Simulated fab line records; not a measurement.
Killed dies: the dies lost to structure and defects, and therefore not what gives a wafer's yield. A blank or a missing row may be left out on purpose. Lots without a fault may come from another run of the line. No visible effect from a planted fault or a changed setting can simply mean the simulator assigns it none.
A lot that was struck, set against a sound lot + flow sky130 + 26 out of 708 route steps
Sound: these wafers, L460.1, L460.2, L460.4. Wafers L457.1, L457.5, L457.6 were the ones struck. At the end, the cause is stated.
For every step that has rows: the tool of each side, followed by ch and its chambers, followed by its first start. Under that, the readings that differ: sound wafers + struck wafers + difference of the means + sigmas: that difference in standard deviations of wafers without a fault.
alike: readings with means less than 2 such deviations apart, plus words and numbers identical on both sides. not compared: withheld readings, readings lacking a value on some wafer, bounds such as >300 that could conceal the same value, and numbers that have no deviation in the record and whose values overlap.
Wherever a step has rows on one side only, a row that says differs or no value, or a row with sigmas, the two part there. Numbers that have no deviation but don't overlap get no sigmas and don't part them. A reading missing from all wafers of one side parts the sides only when that side holds two or more wafers.

first, 8 steps without rows for these wafers: SKY_FIELD_ISO_DEHYDRATE_05 (time 60 s); SKY_FIELD_ISO_HMDS_06 (prime time 60 s); SKY_FIELD_ISO_COAT_07 (resist thk 60 nm); SKY_FIELD_ISO_COAT_08 (resist thk 450 nm); SKY_FIELD_ISO_SOFTBAKE_09 (time 90 s); SKY_FIELD_ISO_EXPOSE_10 (exposes mask FOM, target cd 150 nm); SKY_FIELD_ISO_PEB_11; SKY_FIELD_ISO_DEVELOP_12 (develop time 60 s).
SKY_FIELD_ISO_CD_MEAS_13: the cd target is 150 nm.
  sound on cd-sem-02, day 5 07:31; struck on cd-sem-01, day 4 13:11
  alike: cd-nm
SKY_FIELD_ISO_ETCH_14: etches BARC in N2/H2, stops on SiO2, time 45.9 s, target depth 60 nm.
  sound on rie-diel-01 ch 0,1,2, day 5 07:38; struck on rie-diel-03 ch 1,2, day 4 13:18
  alike: bias-w, drypump-motor-current-A, oes-product-au, run-length-s, throttle-valve-pct
  not compared: rf-hours-counter-h
SKY_FIELD_ISO_ETCH_15: etches the open film in CHF3/O2, stops on Si, target depth 180 nm, time 72 s.
  sound on rie-diel-01 ch 0,1,2, day 5 07:41; struck on rie-diel-03 ch 1,2, day 4 13:20
  alike: bias-w, drypump-motor-current-A, oes-product-au, run-length-s, throttle-valve-pct
  not compared: rf-hours-counter-h
SKY_FIELD_ISO_STRIP_16: strips in O2/N2.
  sound on plasma-asher-04 ch 0,1, day 5 07:44; struck on plasma-asher-01 ch 0,1, day 4 13:24
  alike: drypump-motor-current-A, oes-product-au, strip-time-to-endpoint-s
  not compared: rf-hours-counter-h
SKY_FIELD_ISO_ETCH_17: etches Si in HBr/Cl2/O2, target depth 342 nm, time 97.7 s.
  sound on rie-si-01 ch 0,1, day 5 07:50; struck on rie-si-02 ch 0,2,3, day 4 13:30
| reading                                     | sound             | struck            | difference                    | sigmas |
|---------------------------------------------|-------------------|-------------------|-------------------------------|--------|
| bias-w (W)                                  | 149.3 150.4 150.1 | - - -             | no value on the struck wafers |        |
| run-length-s (s)                            | 126.1 126.0 126.1 | 84.2 84.3 85.4    | -41.4                         | -99    |
| model.FIELD_ISO.feature-depth-nm (nm)       | 341.6 344.5 342   | 199.2 200.8 194.7 | -144.5                        |        |
| model.etch.depth-nm (nm)                    | 341.6 344.5 342   | 199.2 200.8 194.7 | -144.5                        |        |
| model.Si3N4_of_FIELD_ISO_CVD_03.thk-nm (nm) | 148.3 146.5 147.6 | 155.2 156.8 155.9 | +8.5                          |        |
  alike: HBr_flow_sccm, drypump-motor-current-A, oes-product-au, throttle-valve-pct
  not compared: rf-hours-counter-h
then, 5 steps without rows for these wafers: SKY_FIELD_ISO_WET_ETCH_18 (etches Si3N4 in H3PO4, target depth 25 nm, time 286 s); SKY_FIELD_ISO_CLEAN_19 (cleans in SC1/SC2, time 150 s); SKY_FIELD_ISO_CLEAN_20 (cleans in dHF, time 20 s); SKY_FIELD_ISO_WET_ETCH_21 (etches SiO2 in dHF, target depth 20 nm, time 400 s); SKY_FIELD_ISO_OXIDATION_22 (stabilise 600 s, purge 300 s, target thk 10 nm).
SKY_FIELD_ISO_THK_MEAS_23:
  sound on film-metro-01, day 5 09:21; struck on film-metro-02, day 4 16:15
  alike: FIELD_ISO_OXIDATION_01_THK
then, 1 step without rows for these wafers: SKY_FIELD_ISO_CVD_24 (deposits SiO2, target thk 595 nm, time 99.2 s).
SKY_FIELD_ISO_THK_MEAS_25:
  sound on film-metro-03, day 5 09:29; struck on film-metro-01, day 4 16:23
  alike: FIELD_ISO_CVD_24_THK
then, 1 step without rows for these wafers: SKY_FIELD_ISO_ANNEAL_26 (time 1800 s).
SKY_FIELD_ISO_CMP_27: polishes, stops on Si3N4, t overpolish 14.79 s, target thk 457.8 nm.
  sound on cmp-01 ch 1,2,3, day 5 12:17; struck on cmp-02 ch 0,3, day 4 18:35
  alike: motor-current-A, overpolish-run-s, slurry-flow-ml-min, time-to-endpoint-s
SKY_FIELD_ISO_WET_ETCH_28: etches SiO2 in dHF, target depth 23.7 nm, time 47 s.
  sound on wet-bench-02 ch 1, day 5 12:35; struck on wet-bench-04 ch 2, day 4 18:50
| reading                                     | sound             | struck            | difference | sigmas |
|---------------------------------------------|-------------------|-------------------|------------|--------|
| model.Si3N4_of_FIELD_ISO_CVD_03.thk-nm (nm) | 117.3 115.5 116.6 | 125.1 126.7 125.8 | +9.4       |        |
  alike: bath-heat-duty-pct, run-length-s
then, 1 step without rows for these wafers: SKY_FIELD_ISO_WET_ETCH_29 (etches Si3N4 in H3PO4, target depth 160 nm, time 1825 s).
-- the record jumps here: 44 days lie between the struck wafers' starts before and after (it left off in module FIELD_ISO and takes up again in module PAD_OPEN, whose first step shown is number 708 of the route) --
SKY_PAD_OPEN_PROBE_99:
  sound on prober-01, day 49 04:58; struck on prober-01, day 48 10:02
| reading                                 | sound                         | struck                        | difference | sigmas |
|-----------------------------------------|-------------------------------|-------------------------------|------------|--------|
| model.etest.res_p_drift_20v.line-ohm-um | 1.12e+04 1.144e+04 1.119e+04  | 7804 7716 7681                | -3543      |        |
| model.etest.res_p_drift_20v.rs-ohm-sq   | 9338 9465 9254                | 6381 6430 6347                | -2966      |        |
| model.etest.pfet_16v.r-on-ohm-um        | 1.511e+04 1.505e+04 1.504e+04 | 1.203e+04 1.201e+04 1.194e+04 | -3.073e+03 |        |
| model.etest.res-iso-pwell.rs-ohm-sq     | 2860 2889 2828                | 1818 1831 1808                | -1040      |        |
| model.etest.res-iso-pwell.line-ohm-um   | 1088 1097 1061                | 684.1 680 670                 | -404.0     |        |
| model.etest.res-nwell.line-ohm-um       | 1133 1144 1135                | 857.7 863.6 864.3             | -275.5     |        |
| model.etest.res-nwell.rs-ohm-sq         | 947.6 952.5 940.1             | 700.8 706.9 697.2             | -245.1     |        |
  alike: killed_at_M0_to_M3, killed_at_M4_up, killed-at-contacts, killed-at-front-end, killed-at-other, killed-dies, killed-open, killed-short
  not compared: model.etest.nfet_16v.r-on-ohm-um

WHERE THEY PART
SKY_FIELD_ISO_ETCH_17 only, going by this record. Later steps at which nothing parts them and some readings are alike: SKY_FIELD_ISO_THK_MEAS_23, SKY_FIELD_ISO_THK_MEAS_25, SKY_FIELD_ISO_CMP_27, SKY_FIELD_ISO_WET_ETCH_28, SKY_PAD_OPEN_PROBE_99.

WHY: whatever the simulator had introduced
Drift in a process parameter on rie-si-02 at SKY_FIELD_ISO_ETCH_17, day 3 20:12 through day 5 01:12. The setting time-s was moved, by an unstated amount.
